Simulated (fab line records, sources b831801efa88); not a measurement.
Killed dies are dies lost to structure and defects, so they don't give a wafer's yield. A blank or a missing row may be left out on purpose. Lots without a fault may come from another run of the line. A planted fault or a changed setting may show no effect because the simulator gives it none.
Which tool did it? | flow gf180mcu | 6 lots, 18 wafers sampled, at 3 steps of a route of 602

WHAT THE GAUGES READ, wafer by wafer
GF_TOP_METAL_CD_MEAS_14: target cd 440 nm.
lot  | measured     | on        | cd_nm (nm)
L820 | day 28 07:46 | cd_sem-02 | 439.5 441.5 440.8
L827 | day 30 12:36 | cd_sem-02 | 441.4 441.6 439.8
L832 | day 31 23:10 | cd_sem-02 | 439.4 420.7 440.1 439.1 420.4 440.5
L837 | day 33 06:44 | cd_sem-02 | 442.2 442.2 443.7
L840 | day 33 12:30 | cd_sem-01 | 441.4 439.7 439.5
L842 | day 34 11:27 | cd_sem-02 | 441.7 443.3 443.1

WHICH TOOL RAN EACH LOT (tool, then ch and the chambers of the sampled wafers, then the start)
lot  | GF_V5_ETCH_16                      | GF_TOP_METAL_EXPOSE_11
L820 | rie_diel-01 ch 1,2,3, day 27 10:08 | iline_stepper-01 ch 0, day 27 21:55
L827 | rie_diel-01 ch 0,2,3, day 29 16:54 | iline_stepper-02 ch 0, day 30 03:39
L832 | rie_diel-01 ch 0,2, day 31 05:11   | iline_stepper-01 ch 0, day 31 15:17
L837 | rie_diel-02 ch 1,2,3, day 32 13:01 | iline_stepper-02 ch 0, day 32 23:35
L840 | rie_diel-01 ch 0,2, day 32 20:27   | iline_stepper-02 ch 0, day 33 05:37
L842 | rie_diel-04 ch 0,1, day 33 18:45   | iline_stepper-02 ch 0, day 34 03:41
- GF_V5_ETCH_16: etches BARC in N2/H2.
- GF_TOP_METAL_EXPOSE_11: exposes mask MetalTop, target cd 440 nm.

THE ANSWER, worked out from the rows above alone
Rule: what is usual is taken from the lots themselves. Put in order of their means at a reading, lots are off if they are a third of the lots or fewer, leave a main group of 4 or more, and stand apart from it by a gap of 3 or more times the standard deviation of the main group's means; of several such gaps the widest counts. A main group whose means are all the same, to the digits that the tables above print for the reading, isn't used. A lot without any number at a reading at which 4 lots or more have one is off too. The other lots that the step has rows for count as sound.
Off: L832, at GF_TOP_METAL_CD_MEAS_14 (cd_nm). The main group: mean 441.4 nm, standard deviation 1.1.
A tool fits if, at a process step before that reading, it ran every lot that is off, and no sound lot after the first of them. The gauges at GF_TOP_METAL_CD_MEAS_14 are tried like those tools. One fits: iline_stepper-01 at GF_TOP_METAL_EXPOSE_11. Its last sound lot is L820 (day 27 21:55), its first lot that is off L832 (day 31 15:17): a fault that began between those two fits.

WHAT THE SIMULATOR HAD PUT IN
Process parameter drift: iline_stepper-01, from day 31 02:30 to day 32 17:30, at GF_TOP_METAL_EXPOSE_11. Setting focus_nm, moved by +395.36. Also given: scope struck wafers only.
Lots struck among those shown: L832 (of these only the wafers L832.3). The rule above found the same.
